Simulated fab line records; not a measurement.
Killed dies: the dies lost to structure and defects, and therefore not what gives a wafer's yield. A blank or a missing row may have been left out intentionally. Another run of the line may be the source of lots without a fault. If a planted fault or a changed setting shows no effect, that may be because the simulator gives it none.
One fault through the eyes of 2 desks / flow sky130 / only its own numbers are on each desk; what lay behind them is given at the end

THE METROLOGY DESK
What the gauges read, lot by lot, whatever tool the lot ran on: means of the sampled wafers that have a number. If a lot's mean is further than 4 standard deviations from the usual mean, the lot is out of limits and carries the mark OUT (the distance appears in the brackets).
Columns: A = VIA2_W_THK at SKY_VIA2_THK_MEAS_23, usual 431 nm
lot=L538; first seen here=day 37 06:28; A=437
lot=L540; first seen here=day 37 14:17; A=441
lot=L543; first seen here=day 39 05:21; A=421
lot=L546; first seen here=day 40 11:21; A=436
lot=L544; first seen here=day 40 15:05; A=425
lot=L547; first seen here=day 41 09:35; A=427
lot=L549; first seen here=day 41 14:00; A=421
lot=L550; first seen here=day 41 16:47; A=438
lot=L553; first seen here=day 42 09:07; A=423
lot=L559; first seen here=day 43 06:57; A=430
This desk's finding: nothing out of limits on any of the 10 lots.

THE TOOL OWNER'S DESK: pvd_sputter-02
The tool's own readings at SKY_METAL3_SPUTTER_04 (material TiN, target thk 70 nm, time 58.3 s): means of the sampled wafers that have a number, for each lot that ran on this tool. If a lot's mean is further than 4 standard deviations from the usual mean, the lot is out of limits and carries the mark OUT (the distance appears in the brackets).
Columns: A = chamber_pressure_pa at SKY_METAL3_SPUTTER_04, usual 0.4000 Pa; B = throttle_valve_pct at SKY_METAL3_SPUTTER_04, usual 29.8 %
lot=L538; first seen here=day 37 06:56; A=0.4004; B=30.6
lot=L543; first seen here=day 39 05:49; A=0.4000; B=30.3
lot=L547; first seen here=day 41 10:02; A=0.3999; B=31.0
lot=L549; first seen here=day 41 14:27; A=0.4002; B=30.4
lot=L550; first seen here=day 41 17:24; A=0.3997; B=30.3
This desk's finding: nothing out of limits on any of the 5 lots.

ALL TOGETHER
From the metrology desk's view, nothing was out of limits.
Nothing out of limits was seen by the tool owner's desk.

WHAT HAD BEEN PUT IN BY THE SIMULATOR
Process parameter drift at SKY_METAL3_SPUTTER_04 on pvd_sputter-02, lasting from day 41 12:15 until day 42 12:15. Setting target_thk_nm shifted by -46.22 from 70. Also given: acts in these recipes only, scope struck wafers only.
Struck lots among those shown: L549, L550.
